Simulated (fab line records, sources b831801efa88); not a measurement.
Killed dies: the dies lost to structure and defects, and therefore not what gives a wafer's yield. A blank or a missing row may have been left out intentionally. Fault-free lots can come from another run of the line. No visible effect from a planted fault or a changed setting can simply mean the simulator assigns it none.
Matching of chambers    flow gf180mcu    GF_SAB_ETCH_11 on rie diel-04: 4 sister chambers
The step etches SiO2 in C4F8/O2/Ar, target depth 55 nm, time 8.5 s. 7 wafers are shown with their chamber, then 9 later ones without.

== WAFERS PAIRED WITH THEIR CHAMBERS ==
wafer   chamber  oes product au (a.u.)
L906.3  3        0.999
L906.4  0        1.000
L913.1  1        0.988
L913.6  2        0.992
L915.1  2        0.980
L915.4  1        0.992
L915.6  3        1.009

== WAFERS WITH NO CHAMBER GIVEN ==
wafer   oes product au (a.u.)
L922.1  0.978
L922.5  0.977
L922.6  1.001
L925.3  0.996
L925.4  1.007
L925.6  1.000
L926.1  0.998
L926.4  0.988
L926.5  1.005

== THE CHAMBER EACH PASSED THROUGH ==
wafer   from the rows above                in truth
L922.1  can't be placed: 2 or 1            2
L922.5  can't be placed: 2 or 1            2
L922.6  can't be placed: 0 or 3 or 1       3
L925.3  can't be placed: 0 or 1 or 3 or 2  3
L925.4  can't be placed: 3 or 0            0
L925.6  can't be placed: 0 or 3 or 1       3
L926.1  can't be placed: 0 or 3 or 1 or 2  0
L926.4  can't be placed: 1 or 2 or 0       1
L926.5  can't be placed: 3 or 0            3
Correctly placed: 0 of 9. Not placeable from these rows: 9 (in 9, the candidates include the true chamber). Wrongly placed: 0.
How it was worked out, from the rows above alone: a wafer's distance from a chamber is the root of the sum, over the readings, of the square of ((its reading less the chamber's mean) divided by the reading's scatter). If the next closest chamber is less than 2 further off than the closest, the wafer can't be placed; otherwise it belongs to the closest. The mean given for a chamber averages the wafers shown for that chamber. How the scatter is found: for the shown wafers, subtract from each reading the mean of its chamber, square and add these, divide the total by (wafers less chambers), then take the root.
